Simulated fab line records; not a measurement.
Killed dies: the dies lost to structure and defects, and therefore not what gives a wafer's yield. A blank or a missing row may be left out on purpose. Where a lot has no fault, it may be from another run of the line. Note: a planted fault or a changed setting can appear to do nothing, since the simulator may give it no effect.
Chamber matching + flow gf180mcu + 4 sister chambers for GF_CONTACT_CMP_27 on cmp-01
The step polishes, stops on SiO2, t overpolish 15 s, target thk 0 nm. 14 wafers are shown with their chamber, then 7 later ones without.

== WAFERS WITH THEIR CHAMBER ==
| wafer  | chamber | time to endpoint s (s) | motor current A (A) | overpolish run s (s) |
|--------|---------|------------------------|---------------------|----------------------|
| L146.2 | 2       | 69                     | 10.3                | 14.998               |
| L146.4 | 0       | 75                     | 10.6                | 15.000               |
| L146.6 | 2       | 69                     | 9.5                 | 14.988               |
| L148.2 | 3       | 74                     | 10.8                | 14.998               |
| L148.5 | 0       | 74                     | 11.4                | 14.989               |
| L148.6 | 3       | 75                     | 10.4                | 14.994               |
| L149.2 | 3       | 73                     | 10.6                | 14.990               |
| L149.3 | 0       | 75                     | 11.4                | 14.998               |
| L149.6 | 0       | 74                     | 10.9                | 14.993               |
| L150.1 | 3       | 75                     | 10.4                | 15.011               |
| L150.2 | 0       | 75                     | 10.9                | 15.003               |
| L150.5 | 3       | 75                     | 10.4                | 14.992               |
| L153.1 | 1       | 69                     | 10.9                | 14.989               |
| L153.4 | 2       | 70                     | 9.9                 | 15.005               |

SIGNATURES, as means of the wafers listed above
| reading            | chamber 0 | chamber 1 | chamber 2 | chamber 3 | scatter within a chamber |
|--------------------|-----------|-----------|-----------|-----------|--------------------------|
| time to endpoint s | 74.60     | 69.00     | 69.33     | 74.40     | 0.712                    |
| motor current A    | 11.040    | 10.900    | 9.900     | 10.520    | 0.307                    |
| overpolish run s   | 14.99660  | 14.98900  | 14.99700  | 14.99700  | 0.00742                  |
Rule: distance of a wafer from a chamber = root of the sum over the readings of ((wafer's reading minus chamber's mean) / reading's scatter) squared. If the next closest chamber is less than 2 further off than the closest, the wafer can't be placed; otherwise it belongs to the closest. The scatter is the square root of a quotient: the sum, over the shown wafers, of each reading's squared deviation from its chamber's mean, divided by wafers minus chambers.

== WAFERS WITH NO CHAMBER GIVEN ==
| wafer  | time to endpoint s (s) | motor current A (A) | overpolish run s (s) |
|--------|------------------------|---------------------|----------------------|
| L153.6 | 68                     | 10.5                | 15.015               |
| L162.2 | 71                     | 11.0                | 14.997               |
| L162.4 | 76                     | 10.9                | 15.009               |
| L162.5 | 68                     | 11.2                | 15.004               |
| L163.1 | 69                     | 10.3                | 15.003               |
| L163.3 | 72                     | 10.9                | 14.993               |
| L163.5 | 75                     | 10.7                | 14.995               |

== CHAMBER TAKEN BY EACH ==
| wafer  | from the rows above               | in truth |
|--------|-----------------------------------|----------|
| L153.6 | can't be placed: 2 or 1           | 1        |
| L162.2 | can't be placed: 1 or 2 or 3      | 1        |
| L162.4 | can't be placed: 0 or 3           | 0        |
| L162.5 | 1                                 | 1        |
| L163.1 | can't be placed: 2 or 1           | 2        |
| L163.3 | can't be placed: 3 or 0 or 1 or 2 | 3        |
| L163.5 | can't be placed: 3 or 0           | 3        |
Placed correctly: 1 of 7. These rows do not allow placing 6 (true chamber among the candidates in 6). 0 placed wrongly.
